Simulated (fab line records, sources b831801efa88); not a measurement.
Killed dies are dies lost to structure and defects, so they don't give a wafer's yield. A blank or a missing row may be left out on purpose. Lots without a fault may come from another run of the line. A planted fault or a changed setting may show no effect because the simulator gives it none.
A struck lot beside a sound one | flow sky130 | 46 steps out of a route of 708
Sound: wafers L554.2, L554.3, L554.4. Struck: wafers L545.1, L545.2, L545.5. The cause comes at the end.
At each step with rows: each side's tool, then ch and its chambers, then its first start. Under that, the readings that differ: sound wafers | struck wafers | difference of the means | sigmas: that difference in standard deviations of wafers without a fault.
alike: readings whose means differ by less than 2 such deviations, and words and numbers that are the same on both sides. not compared: withheld readings, readings that some wafer has no value for, bounds like >300 that may hide the same value, and numbers for which the record gives no deviation and whose values overlap.
The two part at a step that has a row with sigmas, a row that says differs or no value, or rows on one side only. Numbers that don't overlap but have no deviation are shown without sigmas and don't part them. A reading that every wafer of one side lacks parts them only if that side has two wafers or more.

first, 5 steps without rows for these wafers: SKY_VT_ADJUST_HVTP_COAT_02 (resist thk 1140 nm); SKY_VT_ADJUST_HVTP_SOFTBAKE_03 (time 60 s); SKY_VT_ADJUST_HVTP_EXPOSE_04 (exposes mask HVTPM, target cd 380 nm); SKY_VT_ADJUST_HVTP_PEB_05; SKY_VT_ADJUST_HVTP_DEVELOP_06 (develop time 60 s).
SKY_VT_ADJUST_HVTP_CD_MEAS_07: target cd 380 nm.
  sound on cd_sem-02, day 10 22:18; struck on cd_sem-01, day 8 14:55
  alike: cd_nm
SKY_VT_ADJUST_HVTP_OVL_MEAS_08:
  sound on overlay-02, day 10 22:25; struck on overlay-01, day 8 15:02
  alike: VT_ADJUST_HVTP_OVL
then, 1 step without rows for these wafers: SKY_VT_ADJUST_HVTP_IMPLANT_09.
SKY_VT_ADJUST_HVTP_STRIP_10: strips in O2/N2.
  sound on plasma_asher-01 ch 0,1, day 10 22:35; struck on plasma_asher-01 ch 0,1, day 8 15:13
  alike: drypump_motor_current_A, oes_product_au, strip_time_to_endpoint_s
  not compared: rf_hours_counter_h
SKY_VT_ADJUST_HVTP_TW_MEAS_11:
  sound on film_metro-01, day 10 22:42; struck on film_metro-01, day 8 15:19
  alike: VT_ADJUST_HVTP_TW
then, 2 steps without rows for these wafers: SKY_VT_ADJUST_LVTN_DEHYDRATE_00 (time 60 s); SKY_VT_ADJUST_LVTN_HMDS_01 (prime time 60 s).
SKY_VT_ADJUST_LVTN_COAT_02: resist thk 3000 nm.
  sound on litho_track-04 ch 0, day 11 10:07; struck on litho_track-02, day 9 01:30
  no value came back on the struck wafers for chill_plate_temp_C (C), dispense_pressure_kPa (kPa), exhaust_pa (Pa), resist_line_temp_C (C); on the sound wafers chill_plate_temp_C (C) reads 23.08 22.98 23.02
then, 4 steps without rows for these wafers: SKY_VT_ADJUST_LVTN_SOFTBAKE_03; SKY_VT_ADJUST_LVTN_EXPOSE_04 (exposes mask NWM COMPLEMENT LESS NATIVE, target cd 840 nm); SKY_VT_ADJUST_LVTN_PEB_05; SKY_VT_ADJUST_LVTN_DEVELOP_06 (develop time 60 s).
SKY_VT_ADJUST_LVTN_OVL_MEAS_07:
  sound on overlay-01, day 11 22:36; struck on overlay-01, day 9 12:51
  reading                 | sound         | struck | difference                    | sigmas
  VT_ADJUST_LVTN_OVL (nm) | -0.4 -1.3 0.9 | - - -  | no value on the struck wafers |
then, 1 step without rows for these wafers: SKY_VT_ADJUST_LVTN_IMPLANT_08.
SKY_VT_ADJUST_LVTN_STRIP_09: strips in O2/N2.
  sound on plasma_asher-01 ch 0,1, day 11 22:47; struck on plasma_asher-03 ch 0,1, day 9 13:02
  no value came back on the struck wafers for oes_product_au (a.u.), strip_time_to_endpoint_s (s); on the sound wafers oes_product_au (a.u.) reads 0.726 0.735 0.716
  alike: drypump_motor_current_A
  not compared: rf_hours_counter_h
SKY_VT_ADJUST_LVTN_TW_MEAS_10:
  sound on film_metro-04, day 11 22:53; struck on film_metro-01, day 9 13:08
  reading           | sound             | struck            | difference | sigmas
  VT_ADJUST_LVTN_TW | 241.2 239.6 240.5 | 246.9 247.6 246.1 | +6.4       | +2
then, 7 steps without rows for these wafers: SKY_VT_ADJUST_LVTN_DEHYDRATE_11 (time 60 s); SKY_VT_ADJUST_LVTN_HMDS_12 (prime time 60 s); SKY_VT_ADJUST_LVTN_COAT_13 (resist thk 1140 nm); SKY_VT_ADJUST_LVTN_SOFTBAKE_14 (time 60 s); SKY_VT_ADJUST_LVTN_EXPOSE_15 (exposes mask HVN STD DERIVED, target cd 600 nm); SKY_VT_ADJUST_LVTN_PEB_16; SKY_VT_ADJUST_LVTN_DEVELOP_17 (develop time 60 s).
SKY_VT_ADJUST_LVTN_OVL_MEAS_18:
  sound on overlay-02, day 12 23:21; struck on overlay-02, day 10 10:32
  alike: VT_ADJUST_LVTN_01_OVL
then, 1 step without rows for these wafers: SKY_VT_ADJUST_LVTN_IMPLANT_19.
SKY_VT_ADJUST_LVTN_STRIP_20: strips in O2/N2.
  sound on plasma_asher-04 ch 0,1, day 12 23:32; struck on plasma_asher-01 ch 0,1, day 10 10:43
  alike: drypump_motor_current_A, oes_product_au, strip_time_to_endpoint_s
  not compared: rf_hours_counter_h
SKY_VT_ADJUST_LVTN_TW_MEAS_21:
  sound on film_metro-01, day 12 23:38; struck on film_metro-01, day 10 10:49
  reading             | sound             | struck            | difference | sigmas
  VT_ADJUST_LVTN_2_TW | 193.3 193.0 192.4 | 271.3 272.3 271.4 | +78.8      | +36
then, 7 steps without rows for these wafers: SKY_VT_ADJUST_NCORE_DEHYDRATE_00 (time 59.08 s); SKY_VT_ADJUST_NCORE_HMDS_01 (prime time 60 s); SKY_VT_ADJUST_NCORE_COAT_02 (resist thk 1140 nm); SKY_VT_ADJUST_NCORE_SOFTBAKE_03 (time 60 s); SKY_VT_ADJUST_NCORE_EXPOSE_04 (exposes mask LVTN COMPLEMENT THIN, target cd 380 nm); SKY_VT_ADJUST_NCORE_PEB_05; SKY_VT_ADJUST_NCORE_DEVELOP_06 (develop time 60 s).
SKY_VT_ADJUST_NCORE_CD_MEAS_07: target cd 380 nm.
  sound on cd_sem-01, day 14 01:23; struck on cd_sem-01, day 11 08:59
  alike: cd_nm
SKY_VT_ADJUST_NCORE_OVL_MEAS_08:
  sound on overlay-02, day 14 01:29; struck on overlay-01, day 11 09:07
  alike: VT_ADJUST_NCORE_OVL
then, 1 step without rows for these wafers: SKY_VT_ADJUST_NCORE_IMPLANT_09.
SKY_VT_ADJUST_NCORE_TW_MEAS_11:
  sound on film_metro-03, day 14 01:47; struck on film_metro-02, day 11 09:23
  reading            | sound             | struck            | difference | sigmas
  VT_ADJUST_NCORE_TW | 218.9 220.4 219.5 | 283.8 283.3 283.4 | +63.9      | +58
SKY_VT_ADJUST_HVTR_TW_MEAS_11:
  sound on film_metro-02, day 15 03:37; struck on film_metro-02, day 12 10:04
  reading           | sound             | struck            | difference | sigmas
  VT_ADJUST_HVTR_TW | 211.4 212.5 214.5 | 281.5 281.5 278.6 | +67.7      | +28
SKY_VT_ADJUST_PCH_TW_MEAS_10:
  sound on film_metro-03, day 16 06:53; struck on film_metro-02, day 13 10:58
  reading          | sound             | struck            | difference | sigmas
  VT_ADJUST_PCH_TW | 144.5 143.9 143.9 | 252.7 254.7 252.3 | +109.1     | +68
SKY_SONOS_TUNNEL_TW_MEAS_12:
  sound on film_metro-03, day 17 12:25; struck on film_metro-01, day 14 13:27
  reading         | sound             | struck            | difference | sigmas
  SONOS_TUNNEL_TW | 198.7 199.2 198.8 | 279.2 278.7 278.6 | +79.9      | +33

WHERE THEY PART
First at SKY_VT_ADJUST_LVTN_COAT_02; last, within this record, at SKY_SONOS_TUNNEL_TW_MEAS_12.

WHY: what the simulator had put in
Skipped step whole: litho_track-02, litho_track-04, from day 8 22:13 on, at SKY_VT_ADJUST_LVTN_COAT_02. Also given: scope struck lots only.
